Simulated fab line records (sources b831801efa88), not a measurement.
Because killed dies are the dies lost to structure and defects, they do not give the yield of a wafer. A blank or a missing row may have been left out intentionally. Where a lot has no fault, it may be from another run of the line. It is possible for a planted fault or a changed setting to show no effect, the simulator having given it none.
fab line records	flow sky130
record: lots: 14	wafers: 41	last-day: 50
route steps=708 shown LI_CONTACT@375 CONTACT@422
lots untouched by any fault: they come from a run of this same line in which no faults occurred
start-h: the number of hours between the record's first day and the start of the first shown wafer of the lot	wait-h: how many hours have passed since the lot's step before this one	" as in the row above	L1.1+2: a row that stands for several wafers	- either no value or no given start	* or withheld: withheld	< > ~ a bound
route shown NAME@n: a module of which the file shows steps, and the number in the route of the first	usual: average and standard deviation across the fault-free wafers	same: alike in all rows	chamber/n: place in a boat	sites: each site's reading	_std_site: the values' standard deviation	_edge_site: mean of outer sites minus mean of inner sites	radius-mm: how far each site lies from the wafer's centre	mask NAME#n: copy n	behind: the last tool/chamber to shape the wafer	hold: why the lot was held/for how many hours/how that ended	device: names the non-switching transistor (n, p or np)	end of line: the tests these same wafers got at the end of their route	for a step that has no rows: nothing shown but its recipe	killed: dies that structure and defects cost at the first sort, which is not the same as the wafer's yield	map: dies across one wafer; x = killed, . = not, _ = none there
set.NAME: setting as actually run; set.NAME@STEP: the setting as run at that earlier step	model.NAME: the simulator's own value behind a step, which no gauge read
one table for each step of the route and one row for each wafer, over a sample of lots
services: from which hour (start-h, from the record's first day; less than 0 if before it) a tool's chamber was out of use, for how many hours, and why
== steps ==
step: SKY_LI_CONTACT_OVL_MEAS_13
usual: LI_CONTACT_OVL: 3/5.1
lot.wafer	tool	chamber	start-h	wait-h	LI_CONTACT_OVL[nm]
L838.1	overlay-02	-	672.05	0.1	12
L838.4	"	-	"	"	5
L838.6	"	-	"	"	9
L839.1	overlay-01	-	681.22	0.1	8
L839.2	"	-	"	"	6
L839.6	"	-	"	"	1
L840.3	overlay-02	-	694.43	0.1	4
L840.5	"	-	"	"	11
L840.6	"	-	"	"	12
L841.3	overlay-02	-	708.83	0.1	5
L841.4	"	-	"	"	11
L841.5	"	-	"	"	8
L842.3	overlay-01	-	715.76	0.1	6
L842.5	"	-	"	"	1
L842.6	"	-	"	"	4
L843.1	overlay-02	-	724.87	0.1	9
L843.2	"	-	"	"	2
L843.3	"	-	"	"	6
L844.3	overlay-02	-	728.48	0.1	3
L844.5	"	-	"	"	2
L844.6	"	-	"	"	9
L845.1	overlay-02	-	733.71	0.1	2
L845.2	"	-	"	"	1
L845.5	"	-	"	"	9
L846.2	overlay-01	-	746.67	0.1	-3
L846.5	"	-	"	"	7
L846.6	"	-	"	"	10
L849.1	overlay-01	-	773.57	0.1	7
L849.4	"	-	"	"	-3
L849.6	"	-	"	"	-4
L851.5	overlay-01	-	787.00	0.0	14
L851.6	"	-	"	"	8
L859.4	overlay-02	-	839.87	0.1	9
L859.5	"	-	"	"	10
L859.6	"	-	"	"	5
L860.1	overlay-02	-	843.82	0.1	1
L860.3	"	-	"	"	-2
L860.5	"	-	"	"	2
L861.1	overlay-02	-	857.47	0.1	-5
L861.2	"	-	"	"	-9
L861.5	"	-	"	"	-4
step: SKY_LI_CONTACT_SPUTTER_19
recipe: material: Ti	target-thk-nm: 20	chamber-pressure-pa: 5	power-w: 2500	substrate-temp-c: 200	time-s: 106.37
usual: substrate-temp-c: 200.00/0.17	throttle-valve-pct: 30.3/0.72
lot.wafer	tool	chamber	start-h	wait-h	substrate-temp-c	throttle-valve-pct
L838.1	pvd-sputter-01	-	672.51	0.0	200.37	30.0
L838.4	"	-	"	"	199.90	29.9
L838.6	"	-	"	"	199.97	30.1
L839.1	pvd-sputter-03	-	681.68	0.0	200.08	31.0
L839.2	"	-	"	"	199.94	30.7
L839.6	"	-	"	"	199.98	30.7
L840.3	pvd-sputter-01	-	694.89	0.0	199.97	30.3
L840.5	"	-	"	"	199.77	30.1
L840.6	"	-	"	"	200.03	31.5
L841.3	pvd-sputter-01	-	709.27	0.0	199.82	30.2
L841.4	"	-	"	"	199.72	31.7
L841.5	"	-	"	"	199.94	30.2
L842.3	pvd-sputter-04	-	716.21	0.0	200.21	30.1
L842.5	"	-	"	"	200.23	29.4
L842.6	"	-	"	"	200.26	31.4
L843.1	pvd-sputter-04	-	725.33	0.0	199.91	30.3
L843.2	"	-	"	"	200.01	29.3
L843.3	"	-	"	"	199.93	30.1
L844.3	pvd-sputter-01	-	728.93	0.0	200.14	30.2
L844.5	"	-	"	"	199.58	29.7
L844.6	"	-	"	"	200.01	31.7
L845.1	pvd-sputter-03	-	734.21	0.0	200.07	30.1
L845.2	"	-	"	"	200.05	30.5
L845.5	"	-	"	"	199.94	29.7
L846.2	pvd-sputter-03	-	747.12	0.0	199.87	30.0
L846.5	"	-	"	"	199.66	29.9
L846.6	"	-	"	"	199.69	30.5
L849.1	pvd-sputter-03	-	774.03	0.0	199.85	29.8
L849.4	"	-	"	"	200.02	30.2
L849.6	"	-	"	"	200.04	30.9
L851.5	pvd-sputter-01	-	787.47	0.0	200.03	31.8
L851.6	"	-	"	"	200.09	29.5
L859.4	pvd-sputter-01	-	840.32	0.0	199.86	31.7
L859.5	"	-	"	"	199.63	29.7
L859.6	"	-	"	"	199.84	31.4
L860.1	pvd-sputter-04	-	844.31	0.0	200.10	31.2
L860.3	"	-	"	"	200.19	30.1
L860.5	"	-	"	"	199.83	30.9
L861.1	pvd-sputter-04	-	857.92	0.0	199.77	30.2
L861.2	"	-	"	"	200.18	30.4
L861.5	"	-	"	"	200.02	31.4
step: SKY_CONTACT_ETCH_16
recipe: chemistry: N2/H2	target: BARC	ion-energy-ev: 200	source-w: 500	bias-w: 100	pressure-mtorr: 30	n2-flow-sccm: 100	h2-flow-sccm: 200	stop-on: SiO2	time-s: 45.9	target-depth-a: 600
usual: drypump-motor-current-A: 5.7/0.43	h2-flow-sccm: 200.1/0.6	oes-product-au: 0.855/0.0041	throttle-valve-pct: 13.224/0.0097
lot.wafer	tool	chamber	start-h	wait-h	drypump-motor-current-A	h2-flow-sccm	oes-product-au	rf-hours-counter-h	throttle-valve-pct
L838.1	rie-diel-03	1	731.05	0.0	5.9	201.6	0.855	20	13.226
L838.4	"	0	"	"	5.8	200.3	0.856	3	13.236
L838.6	"	3	"	"	5.9	200.7	0.858	-	13.231
L839.1	rie-diel-02	1	739.48	0.0	5.4	200.7	0.863	69	13.213
L839.2	"	3	"	"	5.1	200.1	0.858	15	13.229
L839.6	"	1	"	"	5.4	200.3	0.853	-	13.218
L840.3	rie-diel-03	1	753.33	0.0	5.9	198.9	0.859	20	13.237
L840.5	"	3	"	"	6.0	200.4	0.845	-	13.223
L840.6	"	0	"	"	5.8	200.0	0.851	-	13.221
L841.3	rie-diel-01	1	766.80	0.0	6.2	199.5	0.857	22	13.236
L841.4	"	0	"	"	5.5	200.5	0.856	10	13.214
L841.5	"	3	"	"	5.5	200.1	0.861	-	13.212
L842.3	rie-diel-01	2	773.68	0.0	6.4	199.5	0.852	19	13.222
L842.5	"	2	"	"	6.4	199.8	0.851	-	13.212
L842.6	"	1	"	"	6.1	198.7	0.857	-	13.220
L843.1	rie-diel-03	2	782.78	0.0	4.9	200.3	0.853	2	13.228
L843.2	"	3	"	"	6.0	199.6	0.855	6	13.229
L843.3	"	1	"	"	6.0	199.4	0.857	21	13.231
L844.3	rie-diel-02	3	785.47	0.0	5.1	201.1	0.856	17	13.216
L844.5	"	0	"	"	5.8	200.5	0.854	-	13.217
L844.6	"	2	"	"	5.7	199.0	0.857	-	13.227
L845.1	rie-diel-01	1	791.22	0.0	6.2	199.4	0.854	23	13.223
L845.2	"	2	"	"	6.4	200.8	0.853	20	13.221
L845.5	"	1	"	"	6.1	199.3	0.856	-	13.230
L846.2	rie-diel-02	3	802.27	0.0	5.1	200.1	0.856	18	13.238
L846.5	"	2	"	"	5.7	200.6	0.857	-	13.232
L846.6	"	0	"	"	5.8	200.8	0.858	-	13.229
L849.1	rie-diel-01	0	829.23	0.0	5.5	200.1	0.856	12	13.228
L849.4	"	1	"	"	6.2	199.9	0.848	24	13.237
L849.6	"	3	"	"	5.5	200.6	0.852	-	13.208
L851.5	rie-diel-01	3	842.71	0.0	5.5	201.0	0.860	-	13.216
L851.6	"	2	"	"	6.4	199.7	0.852	-	13.237
L859.4	rie-diel-02	3	894.07	0.0	5.1	200.6	0.860	21	13.237
L859.5	"	2	"	"	5.7	199.4	0.856	-	13.209
L859.6	"	3	"	"	5.1	199.2	0.851	-	13.228
L860.1	rie-diel-01	2	897.12	0.0	6.4	200.6	0.858	23	13.231
L860.3	"	1	"	"	6.2	200.1	0.851	26	13.218
L860.5	"	0	"	"	5.4	199.7	0.843	-	13.237
L861.1	rie-diel-03	0	910.85	0.0	5.8	200.3	0.854	8	13.231
L861.2	"	1	"	"	5.9	199.2	0.852	24	13.205
L861.5	"	3	"	"	6.0	199.4	0.855	-	13.219
step: SKY_CONTACT_ETCH_18
recipe: target: Si3N4	chemistry: CHF3/O2	stop-on: TiN	source-w: 600	bias-w: 200	pressure-mtorr: 40	chf3-flow-sccm: 50	O2_flow_sccm: 5	time-s: 39	target-depth-a: 750
usual: drypump-motor-current-A: 5.7/0.43	oes-product-au: 0.854/0.0086	throttle-valve-pct: 8.793/0.01
lot.wafer	tool	chamber	start-h	wait-h	drypump-motor-current-A	oes-product-au	rf-hours-counter-h	throttle-valve-pct
L838.1	rie-diel-03	1	731	-	5.9	0.839	20	8.777
L838.4	"	0	"	"	5.8	0.856	3	8.800
L838.6	"	3	"	"	5.9	0.855	-	8.797
L839.1	rie-diel-02	1	739	-	5.4	0.863	69	8.806
L839.2	"	3	"	"	5.1	0.860	15	8.791
L839.6	"	1	"	"	5.4	0.860	-	8.786
L840.3	rie-diel-03	1	753	-	5.9	0.853	20	8.789
L840.5	"	3	"	"	5.9	0.863	-	8.784
L840.6	"	0	"	"	5.8	0.871	-	8.781
L841.3	rie-diel-01	1	766	-	6.1	0.843	22	8.802
L841.4	"	0	"	"	5.5	0.861	10	8.804
L841.5	"	3	"	"	5.4	0.852	-	8.802
L842.3	rie-diel-01	2	773	-	6.4	0.847	19	8.799
L842.5	"	2	"	"	6.4	0.860	-	8.794
L842.6	"	1	"	"	6.1	0.866	-	8.777
L843.1	rie-diel-03	2	782	-	4.9	0.842	2	8.783
L843.2	"	3	"	"	6.0	0.851	6	8.784
L843.3	"	1	"	"	5.9	0.847	21	8.784
L844.3	rie-diel-02	3	785	-	5.1	0.857	17	8.807
L844.5	"	0	"	"	5.8	0.856	-	8.792
L844.6	"	2	"	"	5.7	0.860	-	8.798
L845.1	rie-diel-01	1	791	-	6.1	0.840	23	8.776
L845.2	"	2	"	"	6.4	0.838	20	8.778
L845.5	"	1	"	"	6.1	0.847	-	8.796
L846.2	rie-diel-02	3	802	-	5.1	0.848	18	8.807
L846.5	"	2	"	"	5.7	0.858	-	8.788
L846.6	"	0	"	"	5.8	0.845	-	8.790
L849.1	rie-diel-01	0	829	-	5.5	0.846	12	8.789
L849.4	"	1	"	"	6.1	0.848	24	8.783
L849.6	"	3	"	"	5.5	0.849	-	8.800
L851.5	rie-diel-01	3	842	-	5.4	0.858	-	8.788
L851.6	"	2	"	"	6.4	0.857	-	8.803
L859.4	rie-diel-02	3	894	-	5.1	0.853	21	8.788
L859.5	"	2	"	"	5.7	0.851	-	8.790
L859.6	"	3	"	"	5.1	0.849	-	8.795
L860.1	rie-diel-01	2	897	-	6.4	0.850	23	8.807
L860.3	"	1	"	"	6.1	0.849	26	8.783
L860.5	"	0	"	"	5.5	0.852	-	8.805
L861.1	rie-diel-03	0	910	-	5.8	0.855	8	8.799
L861.2	"	1	"	"	5.9	0.863	24	8.794
L861.5	"	3	"	"	6.0	0.877	-	8.804
step: SKY_CONTACT_STRIP_19
recipe: chemistry: O2/N2	power-w: 1400	pressure-mtorr: 1500	platen-temp-c: withheld	o2-flow-sccm: 3000	n2-flow-sccm: 300	overash-fraction: 0.5
usual: drypump-motor-current-A: 5.6/0.64	oes-product-au: 0.380/0.0049	strip-time-to-endpoint-s: 3.60/0.034
lot.wafer	tool	chamber	start-h	wait-h	drypump-motor-current-A	oes-product-au	rf-hours-counter-h	strip-time-to-endpoint-s
L838.1	plasma-asher-03	0	731.18	-	5.4	0.382	105	3.63
L838.4	"	0	"	"	5.4	0.377	-	3.59
L838.6	"	0	"	"	5.4	0.385	-	3.61
L839.1	plasma-asher-01	1	739.62	-	4.8	0.379	62	3.61
L839.2	"	0	"	"	5.0	0.387	62	3.64
L839.6	"	0	"	"	5.0	0.377	-	3.61
L840.3	plasma-asher-03	0	753.50	-	5.4	0.383	-	3.61
L840.5	"	0	"	"	5.4	0.380	-	3.60
L840.6	"	1	"	"	6.4	0.388	-	3.62
L841.3	plasma-asher-01	1	766.97	-	4.8	0.371	-	3.57
L841.4	"	0	"	"	5.0	0.381	-	3.59
L841.5	"	0	"	"	5.0	0.381	-	3.64
L842.3	plasma-asher-01	1	773.85	-	4.8	0.370	-	3.58
L842.5	"	0	"	"	5.0	0.379	-	3.57
L842.6	"	1	"	"	4.8	0.382	-	3.56
L843.1	plasma-asher-03	0	782.92	-	5.4	0.382	5	3.57
L843.2	"	1	"	"	6.4	0.384	5	3.59
L843.3	"	1	"	"	6.4	0.373	-	3.57
L844.3	plasma-asher-01	1	785.63	-	4.8	0.388	-	3.63
L844.5	"	0	"	"	5.0	0.381	-	3.57
L844.6	"	1	"	"	4.8	0.384	-	3.68
L845.1	plasma-asher-03	1	791.35	-	6.4	0.379	6	3.59
L845.2	"	0	"	"	5.4	0.377	6	3.57
L845.5	"	0	"	"	5.4	0.387	-	3.58
L846.2	plasma-asher-02	0	802.40	-	6.5	0.383	31	3.67
L846.5	"	0	"	"	6.5	0.385	-	3.69
L846.6	"	1	"	"	5.8	0.377	-	3.59
L849.1	plasma-asher-03	0	829.37	-	5.4	0.374	10	3.55
L849.4	"	0	"	"	5.4	0.372	-	3.58
L849.6	"	1	"	"	6.3	0.379	-	3.77
L851.5	plasma-asher-01	0	842.88	-	5.0	0.397	-	3.63
L851.6	"	1	"	"	4.8	0.390	-	3.77
L859.4	plasma-asher-01	0	894.23	-	5.0	0.372	-	3.64
L859.5	"	0	"	"	5.0	0.385	-	3.64
L859.6	"	1	"	"	4.8	0.375	-	3.62
L860.1	plasma-asher-01	1	897.25	-	4.8	0.377	79	3.59
L860.3	"	0	"	"	5.0	0.380	-	3.61
L860.5	"	0	"	"	5.0	0.382	-	3.60
L861.1	plasma-asher-03	0	910.98	-	5.4	0.373	18	3.52
L861.2	"	1	"	"	6.4	0.374	18	3.56
L861.5	"	0	"	"	5.4	0.369	-	3.56
== services ==
tool	chamber	start-h	hours	kind
rie-diel-02	2	653.38	5.6	repair
rie-diel-02	3	669.21	1.9	repair
plasma-asher-01	-	676.49	2.8	pm
rie-diel-03	-	678.53	0.4	repair
plasma-asher-01	-	690.03	4.9	repair
rie-diel-03	0	695.91	18.8	repair
rie-diel-01	-	704.60	0.2	repair
plasma-asher-01	-	708.49	2.0	repair
plasma-asher-03	-	733.75	9.0	pm
plasma-asher-02	-	741.02	45.4	pm
rie-diel-02	1	777.06	2.8	repair
rie-diel-01	3	789.33	13.5	repair
pvd-sputter-01	-	791.25	1.6	repair
rie-diel-03	1	822.14	2.9	repair
rie-diel-02	-	829.29	2.8	pm
rie-diel-03	1	830.01	5.3	repair
rie-diel-03	-	847.79	1.0	repair
rie-diel-02	1	848.22	6.2	repair
pvd-sputter-03	-	859.13	2.7	repair
rie-diel-01	0	859.72	4.0	repair
plasma-asher-01	-	879.74	0.4	repair
rie-diel-01	3	902.48	4.3	repair
rie-diel-01	1	904.45	1.9	repair
pvd-sputter-03	-	907.87	2.3	repair
== key ==
first-sign: step: SKY_CONTACT_STRIP_19	reading: strip-time-to-endpoint-s	direction: up	sigmas: 4.9	usual: *	struck: *
effect none on later readings
met-at SKY_CONTACT_ETCH_18
struck-lots L849,L851
struck-wafers L849.6,L851.6
sort-left-out L849.6,L851.6
tester-left-out L849,L851
not-acting-at SKY_LI_CONTACT_OVL_MEAS_13,SKY_LI_CONTACT_SPUTTER_19,SKY_CONTACT_ETCH_16
onset-between 791 829
fault: kind: process-parameter-drift	tool: rie-diel-01	chamber: -	onset-h: 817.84	steps: SKY_CONTACT_ETCH_18	channel: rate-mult	offset: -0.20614	shape: step	end-h: 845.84	scope: struck-wafers-only
tester-left-out: of these lots the tester's yield and bins aren't shown, on N5 and GAA mostly nor the transistor test; their killed dies are dies lost to structure and defects alone, not to doping, threshold or leakage, so they don't give the yield
sort-left-out: the simulated sort isn't trusted on such a fault, so these wafers' sort isn't shown, and their yield isn't known
